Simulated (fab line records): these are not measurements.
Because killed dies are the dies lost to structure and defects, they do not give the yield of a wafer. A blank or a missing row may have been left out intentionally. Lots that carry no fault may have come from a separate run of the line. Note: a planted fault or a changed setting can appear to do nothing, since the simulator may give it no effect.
Code-filled problem report in 8D (eight disciplines) form | flow gf180mcu | the parts of the form that need people (team, actions taken, sign-off) are left out

## 1. THE ISSUE
A mean of 5.686 Pa is read at GF_V4_SPUTTER_22 for chamber_pressure_pa, taken on 1 wafer of 1 lot, against 5.001 Pa (standard deviation 0.01) on wafers free of any fault. That puts it +68 standard deviations away from the usual mean.
The step: material TiN, target thk 10 nm, time 40 s.
First seen on wafer L243.5, day 29 11:47, on pvd_sputter-02. The record has a number at this step for 15 wafers belonging to 5 lots. The rule behind "out" and "out of limits": a value lying over 4 standard deviations away from the usual mean. The other wafers with a number count as sound.

## 2. WHAT IT IS, AND WHAT IT ISN'T
question                    | is                  | is not
which readings at this step | chamber_pressure_pa | throttle_valve_pct
which lots                  | L243                | L230, L237, L247, L251
which wafers of those lots  | L243.5              | L243.2, L243.6
read on which tools         | pvd_sputter-02      | pvd_sputter-03, pvd_sputter-04
when                        | from day 29 11:47   | up to then (8 sound wafers); but 6 sound wafers of L247, L251 came after

## 3. THE SUSPECTS, EACH WITH WHAT RULES IT OUT
Counting: any tool at a process step up to the reading remains a suspect provided it ran every lot that is out. Sound lots after the first of them don't rule it out here, since some wafers of a struck lot are sound.
- rie_diel-01 at GF_V4_ETCH_16 (etches BARC in N2/H2): kept. L243, the lot that is out, went through it at day 29 11:04; up to then, the latest sound lot through it was L230 at day 24 06:44.
- rie_diel-01 at GF_V4_ETCH_17 (etches SiO2 in C4F8/O2/Ar, stops on TiN, target depth 630 nm): kept. L243, the lot that is out, went through it at day 29 11:12; up to then, the latest sound lot through it was L230 at day 24 06:52. GF_V4_ETCH_17: start missing for some lots; hours and lot order therefore follow GF_V4_STRIP_18.
- plasma_asher-04 at GF_V4_STRIP_18 (strips in O2/N2): kept. L243, the lot that is out, went through it at day 29 11:12; up to then, the latest sound lot through it was L237 at day 27 18:01.
- pvd_sputter-02 at GF_V4_SPUTTER_21 (material Ti, target thk 15 nm, time 80.02 s): kept. L243, the lot that is out, went through it at day 29 11:44; up to then, the latest sound lot through it was L237 at day 27 18:33.
- pvd_sputter-02 at GF_V4_SPUTTER_22 (material TiN, target thk 10 nm, time 40 s): kept. L243, the lot that is out, went through it at day 29 11:47; up to then, the latest sound lot through it was L237 at day 27 18:37. On those wafers its own readings are out: chamber_pressure_pa.
- Within rie_diel-01 at GF_V4_ETCH_16: the wafers that are out ran in chamber 1; their sound lot-mates ran in chamber 0.
- Within rie_diel-01 at GF_V4_ETCH_17: the wafers that are out ran in chamber 1; their sound lot-mates ran in chamber 0.
Left after counting: rie_diel-01 at GF_V4_ETCH_16, rie_diel-01 at GF_V4_ETCH_17, plasma_asher-04 at GF_V4_STRIP_18, pvd_sputter-02 at GF_V4_SPUTTER_21, pvd_sputter-02 at GF_V4_SPUTTER_22.

## 4. THE CAUSE (what the simulator had put in)
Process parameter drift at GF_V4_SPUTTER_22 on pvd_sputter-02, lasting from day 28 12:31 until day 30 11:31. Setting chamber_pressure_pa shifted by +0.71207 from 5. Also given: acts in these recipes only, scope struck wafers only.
This tool is one of the 5 suspects left after counting.

## 5. THE EFFECT CHAIN, in route order
Each row: a reading where the mean over the struck wafers with a number is more than 3 standard deviations away from the usual. Only readings for which the record gives a usual standard deviation are gone through. hours: the time from each lot's start at the first step in this table that gives one to its start at this step, as a median over the lots. sigmas: the change in usual standard deviations.
hours | step             | reading             | usual    | on struck wafers | change | sigmas
0     | GF_V4_SPUTTER_22 | chamber_pressure_pa | 5.001 Pa | 5.686            | +0.685 | +68
Its process steps:
- GF_V4_SPUTTER_22: material TiN, target thk 10 nm, time 40 s.

## 6. WHAT WOULD HAVE CAUGHT IT SOONER
In this record no reading fell out of limits until day 29 11:47, 23 hours after the fault had begun at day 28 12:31.
